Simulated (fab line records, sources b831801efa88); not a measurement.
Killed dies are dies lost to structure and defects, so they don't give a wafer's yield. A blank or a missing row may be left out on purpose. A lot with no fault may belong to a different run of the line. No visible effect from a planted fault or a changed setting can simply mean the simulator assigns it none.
Code-filled problem report in 8D (eight disciplines) form -- flow sky130 -- the parts of the form that need people (team, actions taken, sign-off) are left out

== 1. THE ISSUE ==
On 3 wafers of 1 lot, killed_at_M0_to_M3 at SKY_PAD_OPEN_PROBE_99 has a mean of 93; fault-free wafers read 43, standard deviation 7.3. Relative to the usual mean, that is a shift of +6.8 standard deviations.
First seen on wafer L854.1, day 49 14:02, on prober-01. The record holds 3 wafers of 1 lot with a number at this step. Rule for "out", or "out of limits": more than 4 standard deviations from the usual mean. Any other wafer with a number is counted as sound.

== 2. WHAT IT IS, WHAT IT ISN'T ==
question,is,is not
which readings at this step,"killed_at_M0_to_M3, defect limited yield, killed dies, sort_bin_5_function, sort n pass, sort yield pct","killed_at_M4_up, killed at contacts, killed at front end, killed at other, killed open, killed short"
which lots,L854,-
which wafers of those lots,all that have a number,-
read on which tools,prober-01,-
when,from day 49 14:02,up to then (0 sound wafers)

== 3. SUSPECTS, AND WHAT RULES EACH OUT ==
Counting: a tool at any process step up to the reading remains a suspect when it ran all the lots that are out and ran no sound lot after the first of those.
- wet bench-03 at SKY_METAL2_CLEAN_22 (cleans in IPA, time 180 s): kept. It ran the lot that is out, L854 (day 40 05:19), and no sound lot after that.
- plasma asher-03 at SKY_METAL5_STRIP_16 (strips in O2/N2): kept. It ran the lot that is out, L854 (day 47 22:06), and no sound lot after that.
- prober-01 at SKY_PAD_OPEN_PROBE_99: kept. It ran the lot that is out, L854 (day 49 14:02), and no sound lot after that. On those wafers its own readings are out: defect limited yield, killed_at_M0_to_M3, killed dies, sort_bin_5_function, sort n pass, sort yield pct.
The count leaves wet bench-03 at SKY_METAL2_CLEAN_22, plasma asher-03 at SKY_METAL5_STRIP_16, and prober-01 at SKY_PAD_OPEN_PROBE_99.

== 4. THE CAUSE (what the simulator had put in) ==
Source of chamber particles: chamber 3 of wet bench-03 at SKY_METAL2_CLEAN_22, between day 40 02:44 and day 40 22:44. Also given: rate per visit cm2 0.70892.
Of the 3 suspects that counting leaves, this tool is one.

== 5. THE EFFECT CHAIN, in route order ==
Each row: a reading whose mean over the struck wafers that have a number lies more than 3 standard deviations from the usual. Readings are gone through only where the record gives a usual standard deviation; hours: the median, over the lots, of the time from a lot's start at the first step in this table giving one to that lot's start at this step; sigmas: the change measured in usual standard deviations.
hours,step,reading,usual,on struck wafers,change,sigmas
0,SKY_PAD_OPEN_PROBE_99,defect limited yield,82.6 %,73.3,-9.3,-4.9
0,SKY_PAD_OPEN_PROBE_99,killed_at_M0_to_M3,43,93,+50,+6.8
0,SKY_PAD_OPEN_PROBE_99,killed dies,86,131,+45,+5.0
0,SKY_PAD_OPEN_PROBE_99,sort_bin_3_pad_short,0.8 %,2.6,+1.8,+4.8
0,SKY_PAD_OPEN_PROBE_99,sort_bin_5_function,10.5 %,17.2,+6.7,+4.8
0,SKY_PAD_OPEN_PROBE_99,sort n pass,406,361,-45,-5.0
0,SKY_PAD_OPEN_PROBE_99,sort yield pct,82.6 %,73.3,-9.3,-4.9
The process steps in it:
- SKY_PAD_OPEN_PROBE_99

== 6. WHAT WOULD HAVE CAUGHT IT SOONER ==
First out-of-limits reading in this record: day 49 14:02, which is 227 hours after fault onset at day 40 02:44.
By day 49 14:02 the whole set of lots that are out, 1 in number, had already begun SKY_METAL2_CLEAN_22 on wet bench-03. Had the tool been put on hold then, not one of them would have been saved.
